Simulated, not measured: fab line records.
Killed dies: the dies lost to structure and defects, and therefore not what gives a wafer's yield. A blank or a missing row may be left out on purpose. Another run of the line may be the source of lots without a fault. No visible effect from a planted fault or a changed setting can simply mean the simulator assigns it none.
fab line records -- flow sky130
[record] lots = 6, wafers = 18, lastDay = 50
route steps=708 shown FIELD_ISO@11 PAD_OPEN@708
lots that met no fault: from a run of the same line without faults
startH: the number of hours between the record's first day and the start of the first shown wafer of the lot -- waitH: hours since the lot's step before -- " the same as in the row above -- L1.1+2: a row that stands for several wafers -- - either no value or no given start -- * or withheld: withheld -- < > ~ a bound
route shown NAME@n: NAME is a module with steps in the file, n the number in the route of the first one -- usual: mean/standard deviation taken from wafers without a fault -- same: alike in all rows -- chamber/n: place in a boat -- sites: each site's reading -- _std_site: their standard deviation -- _edge_site: mean of outer sites minus mean of inner sites -- radiusMm: how far each site lies from the wafer's centre -- mask NAME#n: copy n -- behind: the most recent tool/chamber to have shaped the wafer -- hold: reason for holding the lot/hours on hold/outcome of the hold -- device: which transistor (n, p or np) failed to switch -- end of line: tests run on the same wafers once the route is complete -- step lacking rows: just its recipe -- killed: count of dies lost to structure and defects at first sort (not the wafer's yield) -- map: shows each die of a wafer: x if killed, . if not, _ if none is there
set.NAME: the run value of the setting; set.NAME@STEP: its run value at that earlier step -- model.NAME: the simulator's own value behind a step, which no gauge read
lots at selected steps of the route; one table per step, one row per wafer
services: a tool's chamber out of use, with start hour (startH, from the record's first day; less than 0 if before it), hours out, and reason
[[steps]]
[step SKY_FIELD_ISO_EXPOSE_10]
[recipe] maskId = FOM, na = 0.68, sourceShape = annular, sigmaInner = 0.4, sigmaOuter = 0.8, targetCdNm = 150, doseMj = 27.59
[step SKY_FIELD_ISO_PEB_11]
[recipe] pebTempC = withheld, pebTimeS = withheld, resist = KrF-thick
[step SKY_FIELD_ISO_DEVELOP_12]
[recipe] developTimeS = 60, resist = KrF-thick, devTempC = 21
[step SKY_FIELD_ISO_CD_MEAS_13]
[recipe] targetCdNm = 150
[usual] cdNm = 150.3/1.4
lot.wafer,tool,chamber,startH,waitH,cdNm
L380.1,cdSem-02,-,33.36,-,150.6
L380.4,cdSem-02,-,33.36,-,149.8
L380.5,cdSem-02,-,33.36,-,150.5
L388.1,cdSem-02,-,76.52,-,146.9
L388.3,cdSem-02,-,76.52,-,147.2
L388.4,cdSem-02,-,76.52,-,146.5
L396.3,cdSem-01,-,116.41,-,152.6
L396.5,cdSem-01,-,116.41,-,152.5
L396.6,cdSem-01,-,116.41,-,153.6
L400.1,cdSem-01,-,138.82,-,150.3
L400.2,cdSem-01,-,138.82,-,151.6
L400.4,cdSem-01,-,138.82,-,150.7
L401.2,cdSem-02,-,144.79,-,148.2
L401.5,cdSem-02,-,144.79,-,150.0
L401.6,cdSem-02,-,144.79,-,150.7
L402.2,cdSem-02,-,149.72,-,149.8
L402.4,cdSem-02,-,149.72,-,150.2
L402.6,cdSem-02,-,149.72,-,152.3
[step SKY_FIELD_ISO_ETCH_14]
[recipe] chemistry = N2/H2, target = BARC, ionEnergyEv = 200, sourceW = 500, biasW = 100, pressureMtorr = 30, n2FlowSccm = 100, h2FlowSccm = 200, stopOn = SiO2, timeS = 45.9, targetDepthA = 600
[usual] drypumpMotorCurrentA = 5.8/0.65, oesProductAu = 0.854/0.0047, throttleValvePct = 13.225/0.0093
[same] timeS = 45.9
lot.wafer,tool,chamber,startH,waitH,drypumpMotorCurrentA,oesProductAu,rfHoursCounterH,throttleValvePct
L380.1,rieDiel-04,3,33.48,0.1,6.6,0.855,175,13.210
L380.4,rieDiel-04,0,33.48,0.1,5.5,0.856,72,13.227
L380.5,rieDiel-04,2,33.48,0.1,5.2,0.858,-,13.218
L388.1,rieDiel-01,2,76.64,0.1,5.5,0.860,59,13.212
L388.3,rieDiel-01,3,76.64,0.1,5.1,0.862,73,13.223
L388.4,rieDiel-01,1,76.64,0.1,6.4,0.854,39,13.227
L396.3,rieDiel-04,3,116.49,0.1,6.6,0.862,1,13.232
L396.5,rieDiel-04,1,116.49,0.1,6.0,0.846,-,13.220
L396.6,rieDiel-04,2,116.49,0.1,5.1,0.861,-,13.221
L400.1,rieDiel-01,1,138.94,0.1,6.4,0.850,40,13.224
L400.2,rieDiel-01,2,138.94,0.1,5.5,0.852,60,13.216
L400.4,rieDiel-01,0,138.94,0.1,6.5,0.851,125,13.243
L401.2,rieDiel-01,0,144.89,0.1,6.5,0.857,125,13.233
L401.5,rieDiel-01,2,144.89,0.1,5.5,0.853,-,13.219
L401.6,rieDiel-01,3,144.89,0.1,5.2,0.849,-,13.234
L402.2,rieDiel-03,2,149.82,0.1,6.6,0.861,134,13.239
L402.4,rieDiel-03,0,149.82,0.1,5.8,0.856,5,13.228
L402.6,rieDiel-03,2,149.82,0.1,6.6,0.849,-,13.214
[step SKY_FIELD_ISO_ETCH_15]
[recipe] chemistry = CHF3/O2, targetDepthNm = 180, stopOn = Si, sourceW = 600, biasW = 200, pressureMtorr = 40, chf3FlowSccm = 50, O2_flow_sccm = 5, timeS = 72
[usual] drypumpMotorCurrentA = 5.8/0.65, oesProductAu = 0.948/0.0064, throttleValvePct = 8.845/0.009
[same] timeS = 72
lot.wafer,tool,chamber,startH,waitH,drypumpMotorCurrentA,oesProductAu,rfHoursCounterH,throttleValvePct
L380.1,rieDiel-04,3,33.52,0.0,6.6,0.948,175,8.832
L380.4,rieDiel-04,0,33.52,0.0,5.5,0.943,72,8.856
L380.5,rieDiel-04,2,33.52,0.0,5.1,0.946,-,8.863
L388.1,rieDiel-01,2,76.69,0.0,5.5,0.943,59,8.848
L388.3,rieDiel-01,3,76.69,0.0,5.1,0.947,73,8.854
L388.4,rieDiel-01,1,76.69,0.0,6.4,0.939,39,8.841
L396.3,rieDiel-04,3,116.54,0.0,6.5,0.953,1,8.847
L396.5,rieDiel-04,1,116.54,0.0,5.9,0.955,-,8.844
L396.6,rieDiel-04,2,116.54,0.0,5.1,0.949,-,8.846
L400.1,rieDiel-01,1,138.99,0.0,6.4,0.953,40,8.838
L400.2,rieDiel-01,2,138.99,0.0,5.5,0.949,60,8.851
L400.4,rieDiel-01,0,138.99,0.0,6.6,0.937,125,8.853
L401.2,rieDiel-01,0,144.94,0.0,6.5,0.936,125,8.845
L401.5,rieDiel-01,2,144.94,0.0,5.5,0.953,-,8.846
L401.6,rieDiel-01,3,144.94,0.0,5.2,0.945,-,8.851
L402.2,rieDiel-03,2,149.87,0.0,6.6,0.951,134,8.847
L402.4,rieDiel-03,0,149.87,0.0,5.8,0.957,5,8.851
L402.6,rieDiel-03,2,149.87,0.0,6.6,0.961,-,8.839
[step SKY_FIELD_ISO_STRIP_16]
[recipe] chemistry = O2/N2, powerW = 1400, pressureMtorr = 1500, platenTempC = withheld, o2FlowSccm = 3000, n2FlowSccm = 300, overashFraction = 0.5
[usual] drypumpMotorCurrentA = 5.7/0.5, oesProductAu = 0.377/0.0047, stripTimeToEndpointS = 3.536/0.027
lot.wafer,tool,chamber,startH,waitH,drypumpMotorCurrentA,oesProductAu,rfHoursCounterH,stripTimeToEndpointS
L380.1,plasmaAsher-03,1,33.58,0.0,5.9,0.371,20,3.560
L380.4,plasmaAsher-03,1,33.58,0.0,5.9,0.380,-,3.559
L380.5,plasmaAsher-03,0,33.58,0.0,4.9,0.370,-,3.556
L388.1,plasmaAsher-02,1,76.74,0.0,5.3,0.376,41,3.553
L388.3,plasmaAsher-02,0,76.74,0.0,5.7,0.384,-,3.526
L388.4,plasmaAsher-02,1,76.74,0.0,5.3,0.382,-,3.512
L396.3,plasmaAsher-01,0,116.63,0.1,6.5,0.378,-,3.512
L396.5,plasmaAsher-01,1,116.63,0.1,6.0,0.385,-,3.489
L396.6,plasmaAsher-01,0,116.63,0.1,6.5,0.371,-,3.510
L400.1,plasmaAsher-02,0,139.04,0.0,5.7,0.373,2,3.524
L400.2,plasmaAsher-02,1,139.04,0.0,5.3,0.372,2,3.563
L400.4,plasmaAsher-02,0,139.04,0.0,5.6,0.384,-,3.535
L401.2,plasmaAsher-02,0,144.99,0.0,5.7,0.374,3,3.563
L401.5,plasmaAsher-02,1,144.99,0.0,5.3,0.375,-,3.546
L401.6,plasmaAsher-02,0,144.99,0.0,5.6,0.377,-,3.538
L402.2,plasmaAsher-01,0,149.92,0.0,6.5,0.384,45,3.555
L402.4,plasmaAsher-01,0,149.92,0.0,6.5,0.386,-,3.559
L402.6,plasmaAsher-01,1,149.92,0.0,6.1,0.373,-,3.508
[step SKY_FIELD_ISO_ETCH_17]
[recipe] targetDepthA = 3420, maskMaterial = Si3N4, chemistry = HBr/Cl2/O2, target = Si, taperDeg = 5, icpW = 600, biasW = 150, pressureMtorr = 15, HBr_flow_sccm = 150, Cl2_flow_sccm = 40, O2_flow_sccm = 6, timeS = 97.7
[usual] drypumpMotorCurrentA = 5.64/0.28, oesProductAu = 0.997/0.0079, throttleValvePct = 25.659/0.0091
[same] timeS = 97.7
lot.wafer,tool,chamber,startH,waitH,drypumpMotorCurrentA,oesProductAu,rfHoursCounterH,throttleValvePct
L380.1,rieSi-02,3,33.68,0.1,5.78,0.995,82,25.659
L380.4,rieSi-02,1,33.68,0.1,5.39,1.007,2,25.655
L380.5,rieSi-02,0,33.68,0.1,5.87,0.999,-,25.658
L388.1,rieSi-01,1,76.84,0.1,5.76,0.992,47,25.660
L388.3,rieSi-01,3,76.84,0.1,5.06,0.979,122,25.665
L388.4,rieSi-01,0,76.84,0.1,5.73,0.988,79,25.666
L396.3,rieSi-02,0,116.69,0.0,5.87,1.006,28,25.646
L396.5,rieSi-02,1,116.69,0.0,5.39,1.000,-,25.661
L396.6,rieSi-02,0,116.69,0.0,5.88,0.994,-,25.646
L400.1,rieSi-02,0,139.14,0.1,5.89,1.010,28,25.659
L400.2,rieSi-02,2,139.14,0.1,5.90,0.998,3,25.664
L400.4,rieSi-02,1,139.14,0.1,5.38,0.994,3,25.656
L401.2,rieSi-02,0,145.09,0.1,5.88,1.003,28,25.663
L401.5,rieSi-02,3,145.09,0.1,5.73,0.984,-,25.667
L401.6,rieSi-02,0,145.09,0.1,5.89,1.008,-,25.660
L402.2,rieSi-01,2,150.02,0.1,5.24,1.007,64,25.659
L402.4,rieSi-01,3,150.02,0.1,5.08,0.995,122,25.667
L402.6,rieSi-01,0,150.02,0.1,5.73,0.996,-,25.659
[step SKY_FIELD_ISO_WET_ETCH_18]
[recipe] chemistry = H3PO4, targetDepthNm = 25, tempC = 160, target = Si3N4, timeS = 286
[step SKY_FIELD_ISO_CLEAN_19]
[recipe] chemistry = SC1/SC2, mix = 1:4:20, tempC = 70, timeS = 150
[step SKY_FIELD_ISO_CLEAN_20]
[recipe] chemistry = dHF, timeS = 20, dilution = 100:1
[step SKY_FIELD_ISO_WET_ETCH_21]
[recipe] chemistry = dHF, dilution = 100:1, targetDepthNm = 20, dry = ipaMarangoni, target = SiO2, tempC = 25, timeS = 400
[step SKY_FIELD_ISO_OXIDATION_22]
[recipe] tempC = 950, ambient = O2, stabiliseS = 600, purgeS = 300, targetThkA = 100, oxTimeS = 623
[usual] oxTimeS = 623/0, zonePowerUpperPct = 18.8/0.68
lot.wafer,tool,chamber,startH,waitH,oxTimeS,zonePowerUpperPct,model.SiO2_of_FIELD_ISO_OXIDATION_22.thkNm
L380.1,furnace-01,0,34.02,0.0,623,19.0,9.734
L380.4,furnace-01,0,34.02,0.0,623,19.3,9.75
L380.5,furnace-01,0,34.02,0.0,623,19.4,9.803
L388.1,furnace-02,0,77.94,0.8,623,18.2,9.785
L388.3,furnace-02,0,77.94,0.8,623,17.8,9.725
L388.4,furnace-02,0,77.94,0.8,623,17.8,9.812
L396.3,furnace-02,0,117.89,0.9,186.9,17.8,4.06
L396.5,furnace-02,0,117.89,0.9,186.9,18.1,4.041
L396.6,furnace-02,0,117.89,0.9,186.9,17.7,4.066
L400.1,furnace-02,0,139.49,0.0,186.9,18.0,4.262
L400.2,furnace-02,0,139.49,0.0,186.9,17.7,4.305
L400.4,furnace-02,0,139.49,0.0,186.9,18.1,4.315
L401.2,furnace-01,0,146.43,1.0,623,19.5,10.44
L401.5,furnace-01,0,146.43,1.0,623,19.6,10.4
L401.6,furnace-01,0,146.43,1.0,623,19.2,10.29
L402.2,furnace-01,0,151.79,1.4,623,19.5,10.37
L402.4,furnace-01,0,151.79,1.4,623,19.6,10.48
L402.6,furnace-01,0,151.79,1.4,623,19.1,10.35
[step SKY_FIELD_ISO_THK_MEAS_23]
[recipe] reads = SiO2_of_FIELD_ISO_OXIDATION_22
[usual] FIELD_ISO_OXIDATION_01_THK = 9.99/0.21
lot.wafer,tool,chamber,startH,waitH,FIELD_ISO_OXIDATION_01_THK[nm]
L380.1,filmMetro-04,-,35.19,0.0,9.72
L380.4,filmMetro-04,-,35.19,0.0,9.73
L380.5,filmMetro-04,-,35.19,0.0,9.88
L388.1,filmMetro-03,-,79.11,0.0,9.75
L388.3,filmMetro-03,-,79.11,0.0,9.74
L388.4,filmMetro-03,-,79.11,0.0,9.79
L396.3,filmMetro-04,-,119.08,0.0,4.02
L396.5,filmMetro-04,-,119.08,0.0,4.05
L396.6,filmMetro-04,-,119.08,0.0,4.07
L400.1,filmMetro-03,-,140.66,0.0,4.26
L400.2,filmMetro-03,-,140.66,0.0,4.27
L400.4,filmMetro-03,-,140.66,0.0,4.31
L401.2,filmMetro-03,-,147.61,0.0,10.40
L401.5,filmMetro-03,-,147.61,0.0,10.38
L401.6,filmMetro-03,-,147.61,0.0,10.27
L402.2,filmMetro-04,-,152.97,0.0,10.38
L402.4,filmMetro-04,-,152.97,0.0,10.46
L402.6,filmMetro-04,-,152.97,0.0,10.35
[step SKY_FIELD_ISO_CVD_24]
[recipe] material = SiO2, targetThkNm = 595, tempC = 650, sigmaOpenFrac = 0.3, timeS = 99.2, sih4FlowSccm = 60, pressureMtorr = 6.138
[step SKY_PAD_OPEN_PROBE_99]
[usual] killed_at_M0_to_M3 = 44/6.8, killed_at_M4_up = 3.1/1.9, killedAtContacts = 25/5.9, killedAtFrontEnd = 15/4.3, killedAtOther = 0.2/0.51, killedDies = 87/11, killedOpen = 47/7.9, killedShort = 39/6.4
[same] grossDies = 492, killedAtBackSide = 0
lot.wafer,tool,chamber,startH,waitH,killed_at_M0_to_M3,killed_at_M4_up,killedAtContacts,killedAtFrontEnd,killedAtOther,killedDies,killedOpen,killedShort,model.etest.diodeNdiffFingers.leakLog10ACm2,model.etest.diodePdiffFingers.leakLog10ACm2,model.etest.sramNfetPass.offLog10AUm,model.etest.nfet_01v8.offLog10AUm
L380.1,prober-01,-,1077.23,0.1,39,2,29,11,0,81,49,32,-6.662,-6.474,-12.8,-13.26
L380.4,prober-01,-,1077.38,0.2,38,3,20,17,1,79,39,40,-6.643,-6.25,-12.52,-13.37
L380.5,prober-01,-,1077.43,0.2,47,1,19,7,1,75,41,34,-6.774,-6.517,-12.73,-13.31
L388.1,prober-02,-,1128.35,0.1,47,2,34,15,0,98,61,37,-6.817,-6.443,-12.73,-13.34
L388.3,prober-02,-,1128.45,0.2,45,3,25,12,0,85,42,43,-6.782,-6.696,-12.99,-13.31
L388.4,prober-02,-,1128.50,0.2,25,4,27,9,0,65,39,26,-6.858,-6.73,-12.8,-13.47
L396.3,prober-02,-,1166.18,0.2,50,4,26,11,1,92,47,45,-6.097,-6.308,-12.17,-13.3
L396.5,prober-02,-,1166.28,0.2,47,3,30,26,0,106,52,54,-6.407,-6.295,-12.65,-13.33
L396.6,prober-02,-,1166.33,0.2,48,3,21,23,0,95,51,44,-6.062,-6.087,-12.04,-13.2
L400.1,prober-02,-,1187.77,0.1,49,6,17,24,0,96,49,47,-6.091,-6.112,-12.46,-13.29
L400.2,prober-02,-,1187.82,0.1,46,6,25,11,0,88,51,37,-6.003,-6.3,-12.37,-13.28
L400.4,prober-02,-,1187.92,0.2,48,1,38,19,0,106,67,39,-6.254,-6.404,-12.24,-13.16
L401.2,prober-01,-,1196.53,0.1,39,5,16,10,0,70,39,31,-6.8,-6.696,-13.07,-13.44
L401.5,prober-01,-,1196.68,0.2,40,4,21,15,1,81,41,40,-6.767,-6.646,-12.92,-13.36
L401.6,prober-01,-,1196.73,0.2,46,2,21,13,0,82,44,38,-6.885,-6.699,-12.98,-13.43
L402.2,prober-02,-,1200.59,0.1,32,3,23,11,0,69,31,38,-6.853,-6.457,-12.68,-13.3
L402.4,prober-02,-,1200.69,0.2,44,5,26,13,0,88,45,43,-6.604,-6.42,-12.86,-13.36
L402.6,prober-02,-,1200.79,0.2,38,3,25,15,0,81,39,42,-6.617,-6.617,-13.11,-13.41
// killed by level:class
L380.1 VIA1:geometricParticle:open=16 CONTACT:geometricParticle:open=10 VIA3:geometricParticle:open=9 CONTACT:geometricParticle:short=6 METAL2:geometricParticle:short=6 LI_CONTACT:geometricParticle:open=5 LOCAL_INTERCONNECT:geometricParticle:short=5 POLY_GATE:geometricParticle:open=4
L380.4 CONTACT:geometricParticle:open=8 VIA1:geometricParticle:open=7 POLY_GATE:geometricParticle:open=6 METAL1:geometricParticle:short=6 METAL2:geometricParticle:short=5 CONTACT:geometricParticle:short=5 VIA3:geometricParticle:open=5 VIA2:geometricParticle:open=5
L380.5 VIA1:geometricParticle:short=10 CONTACT:geometricParticle:open=9 VIA2:geometricParticle:open=8 VIA3:geometricParticle:open=7 VIA1:geometricParticle:open=5 METAL2:geometricParticle:short=5 METAL1:geometricParticle:short=4 FIELD_ISO:geometricParticle:open=3
L388.1 CONTACT:geometricParticle:open=14 LI_CONTACT:geometricParticle:open=12 VIA1:geometricParticle:open=11 VIA2:geometricParticle:open=8 METAL1:geometricParticle:short=6 CONTACT:geometricParticle:short=5 VIA3:geometricParticle:open=5 FIELD_ISO:geometricParticle:short=4
L388.3 VIA1:geometricParticle:open=10 METAL1:geometricParticle:short=9 LI_CONTACT:geometricParticle:open=8 VIA2:geometricParticle:open=7 CONTACT:geometricParticle:short=6 METAL2:geometricParticle:short=6 FIELD_ISO:geometricParticle:short=5 LOCAL_INTERCONNECT:geometricParticle:short=4
L388.4 LI_CONTACT:geometricParticle:open=12 VIA1:geometricParticle:open=6 METAL2:geometricParticle:short=5 CONTACT:geometricParticle:open=5 LI_CONTACT:geometricParticle:short=4 VIA2:geometricParticle:open=4 METAL4:geometricParticle:short=4 FIELD_ISO:geometricParticle:open=3
L396.3 VIA3:geometricParticle:open=11 VIA1:geometricParticle:open=10 LOCAL_INTERCONNECT:geometricParticle:short=9 METAL2:geometricParticle:short=6 CONTACT:geometricParticle:open=6 CONTACT:geometricParticle:short=6 POLY_GATE:geometricParticle:open=4 LI_CONTACT:geometricParticle:open=4
L396.5 CONTACT:geometricParticle:open=12 VIA2:geometricParticle:open=8 VIA1:geometricParticle:open=8 POLY_GATE:geometricParticle:short=8 LI_CONTACT:geometricParticle:open=7 FIELD_ISO:geometricParticle:short=6 POLY_GATE:geometricParticle:open=5 LOCAL_INTERCONNECT:geometricParticle:short=5
L396.6 VIA1:geometricParticle:open=13 POLY_GATE:geometricParticle:short=7 CONTACT:geometricParticle:open=6 VIA1:geometricParticle:short=6 VIA3:geometricParticle:open=6 FIELD_ISO:geometricParticle:open=5 FIELD_ISO:geometricParticle:short=5 METAL1:geometricParticle:short=5
L400.1 METAL2:geometricParticle:short=13 VIA1:geometricParticle:open=11 FIELD_ISO:geometricParticle:short=9 CONTACT:geometricParticle:open=8 VIA2:geometricParticle:open=6 VIA3:geometricParticle:open=6 METAL4:geometricParticle:short=6 CONTACT:geometricParticle:short=4
L400.2 VIA1:geometricParticle:open=15 CONTACT:geometricParticle:open=13 METAL2:geometricParticle:short=8 LI_CONTACT:geometricParticle:open=6 VIA2:geometricParticle:open=6 METAL1:geometricParticle:short=5 POLY_GATE:geometricParticle:short=4 METAL4:geometricParticle:short=4
L400.4 CONTACT:geometricParticle:open=17 VIA1:geometricParticle:open=14 FIELD_ISO:geometricParticle:open=9 VIA1:geometricParticle:short=8 METAL2:geometricParticle:short=8 LI_CONTACT:geometricParticle:open=7 CONTACT:geometricParticle:short=6 VIA3:geometricParticle:open=5
L401.2 VIA1:geometricParticle:open=12 VIA3:geometricParticle:open=8 CONTACT:geometricParticle:short=6 LI_CONTACT:geometricParticle:open=4 CONTACT:geometricParticle:open=4 METAL1:geometricParticle:short=4 METAL4:geometricParticle:short=4 FIELD_ISO:geometricParticle:short=3
L401.5 CONTACT:geometricParticle:short=7 CONTACT:geometricParticle:open=7 METAL1:geometricParticle:short=6 VIA2:geometricParticle:open=6 VIA3:geometricParticle:open=6 FIELD_ISO:geometricParticle:open=5 POLY_GATE:geometricParticle:open=5 VIA3:geometricParticle:short=5
L401.6 VIA3:geometricParticle:open=9 CONTACT:geometricParticle:open=8 VIA2:geometricParticle:open=8 VIA1:geometricParticle:open=8 FIELD_ISO:geometricParticle:short=7 METAL2:geometricParticle:short=6 CONTACT:geometricParticle:short=5 LI_CONTACT:geometricParticle:open=5
L402.2 LI_CONTACT:geometricParticle:open=7 CONTACT:geometricParticle:open=6 VIA1:geometricParticle:open=6 VIA1:geometricParticle:short=5 LI_CONTACT:geometricParticle:short=4 VIA3:geometricParticle:open=4 METAL2:geometricParticle:short=4 VIA3:geometricParticle:short=4
L402.4 VIA1:geometricParticle:open=15 LI_CONTACT:geometricParticle:open=7 CONTACT:geometricParticle:short=6 VIA1:geometricParticle:short=5 VIA3:geometricParticle:open=5 METAL4:geometricParticle:short=5 LI_CONTACT:geometricParticle:short=4 CONTACT:geometricParticle:open=4
L402.6 VIA1:geometricParticle:open=9 POLY_GATE:geometricParticle:short=8 LI_CONTACT:geometricParticle:open=8 VIA3:geometricParticle:open=7 CONTACT:geometricParticle:open=6 METAL2:geometricParticle:short=5 VIA1:geometricParticle:short=5 FIELD_ISO:geometricParticle:open=4
[[services]]
tool,chamber,startH,hours,kind
furnace-02,-,27.69,3.1,pm
rieSi-01,1,41.64,8.6,repair
rieDiel-04,3,44.97,-,clean
rieDiel-04,3,44.97,23.2,scheduledDown
rieDiel-04,3,44.97,23.2,ventCycle
rieDiel-03,3,49.50,5.1,repair
plasmaAsher-02,-,52.33,0.4,repair
furnace-02,-,56.63,4.1,pm
rieDiel-03,-,95.60,1.6,repair
rieDiel-04,-,108.61,0.8,repair
plasmaAsher-02,-,108.75,9.0,pm
plasmaAsher-02,0,108.75,9.0,ventCycle
plasmaAsher-02,1,108.75,9.0,ventCycle
furnace-01,-,113.13,3.1,pm
plasmaAsher-02,0,117.75,-,clean
plasmaAsher-02,1,117.75,-,clean
plasmaAsher-02,-,135.51,2.7,repair
plasmaAsher-01,-,136.25,10.4,repair
[[key]]
[firstSign] step = SKY_FIELD_ISO_OXIDATION_22, reading = oxTimeS, direction = down, sigmas = 99+, usual = *, struck = *
[effect] step = SKY_FIELD_ISO_THK_MEAS_23, reading = FIELD_ISO_OXIDATION_01_THK, direction = down, sigmas = 28, usual = 9.99, struck = 4.17
[modelEffect] step = SKY_FIELD_ISO_OXIDATION_22, value = SiO2_of_FIELD_ISO_OXIDATION_22.thkNm, without = 9.872, struck = 4.175
[modelEffect] step = SKY_PAD_OPEN_PROBE_99, value = etest.diodeNdiffFingers.leakLog10ACm2, without = -6.575, struck = -6.152
metAt SKY_FIELD_ISO_OXIDATION_22
struckWafers L396.3,L396.5,L396.6,L400.1,L400.2,L400.4
testerLeftOut L396,L400
onsetBetween 77.94 117.89
[fault] kind = processParameterDrift, tool = furnace-02, chamber = -, onsetH = 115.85, steps = SKY_FIELD_ISO_OXIDATION_22, channel = oxTimeS, offset = *, shape = step, endH = 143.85, actsIn = *, stated = *
// testerLeftOut: of these lots the tester's yield and bins aren't shown, on N5 and GAA mostly nor the transistor test; their killed dies are dies lost to structure and defects alone, not to doping, threshold or leakage, so they don't give the yield
